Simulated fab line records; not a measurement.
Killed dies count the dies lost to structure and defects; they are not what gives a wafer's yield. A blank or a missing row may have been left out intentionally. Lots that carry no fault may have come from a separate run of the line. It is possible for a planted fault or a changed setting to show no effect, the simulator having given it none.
A struck lot beside a sound one -- flow gf180mcu -- 14 steps out of a route of 602
Sound: these wafers, L646.4, L646.5, L646.6. The struck wafers were L644.2, L644.4, L644.5. The cause is given at the end.
Order at every step that has rows: each side's tool, ch and its chambers, its first start. Under that, the readings that differ: sound wafers -- struck wafers -- difference of the means -- sigmas: that difference in standard deviations of wafers without a fault.
alike: words and numbers the same on both sides, and readings whose means are apart by under 2 such deviations; not compared: readings that were withheld, readings missing a value for some wafer, numbers with overlapping values and no deviation given by the record, and bounds like >300 which may hide the same value.
The two part at a step that has a row with sigmas, a row that says differs or no value, or rows on one side only. Non-overlapping numbers with no deviation appear without sigmas and do not part them. Lack of a reading on every wafer of one side parts them only where that side has two or more wafers.

first, 1 step without rows for these wafers: GF_V4_ETCH_17 (etches SiO2 in C4F8/O2/Ar, stops on TiN, target depth 630 nm).
GF_V4_STRIP_18: strips in O2/N2.
  sound on plasma_asher-01 ch 0,1, day 28 21:13; struck on plasma_asher-04 ch 0,1, day 28 07:27
  alike: chamber_pressure_mTorr, drypump_motor_current_A, heater_power_w, o2_flow_sccm, oes_product_au
  not compared: rf_hours_counter_h
then, 3 steps without rows for these wafers: GF_V4_STRIP_19 (strips in post etch residue remover, time 1200 s); GF_V4_CLEAN_20 (cleans in DIW); GF_V4_SPUTTER_21 (material Ti, target thk 15 nm, time 80.02 s).
GF_V4_SPUTTER_22: material TiN, target thk 10 nm, time 40 s.
  sound on pvd_sputter-04, day 28 21:47; struck on pvd_sputter-01, day 28 08:03
  alike: cathode_dc_power_W, chamber_pressure_pa, throttle_valve_pct
GF_V4_CVD_23: deposits W, target thk 350 nm, time 104.9 s.
  sound on cvd_w-01 ch 0,1, day 28 21:52; struck on cvd_w-01 ch 0,1, day 28 08:05
  alike: heater_power_w
GF_V4_RS_MEAS_24: the measuring method here is four-point-probe.
  sound on film_metro-03, day 28 21:59; struck on film_metro-04, day 28 08:13
  alike: V4_W_RS
GF_V4_THK_MEAS_25: measures by xrf.
  sound on film_metro-03, day 28 22:05; struck on film_metro-04, day 28 08:20
  alike: V4_W_THK
GF_V4_CMP_26: polishes, stops on SiO2, t overpolish 15 s, target thk 0 nm.
  sound on cmp-01 ch 0,1,3, day 28 22:16; struck on cmp-02 ch 0,1,2, day 28 08:23
  alike: motor_current_A, overpolish_run_s, time_to_endpoint_s
GF_MIM_SPUTTER_00: material Ti, target thk 37.5 nm, time 150 s.
  sound on pvd_sputter-02, day 28 22:25; struck on pvd_sputter-03, day 28 08:41
  alike: cathode_dc_power_W, chamber_pressure_pa, substrate_temp_c, throttle_valve_pct
then, 1 step without rows for these wafers: GF_MIM_SPUTTER_01 (material TiN, target thk 30 nm, time 25 s).
GF_MIM_SPUTTER_02: material AlCu, target thk 450 nm, time 23.9 s.
  sound on pvd_sputter-02, day 28 22:32; struck on pvd_sputter-03, day 28 08:49
  no value came back on the struck wafers for cathode_dc_power_W (W), chamber_pressure_pa (Pa), throttle_valve_pct (%); on the sound wafers cathode_dc_power_W (W) reads 10599 10599 10596
then, 1 step without rows for these wafers: GF_MIM_SPUTTER_03 (material Ti, target thk 10 nm, time 6.7 s).

WHERE THEY PART
Only at GF_MIM_SPUTTER_02, within this record.

WHY: the cause the simulator had injected
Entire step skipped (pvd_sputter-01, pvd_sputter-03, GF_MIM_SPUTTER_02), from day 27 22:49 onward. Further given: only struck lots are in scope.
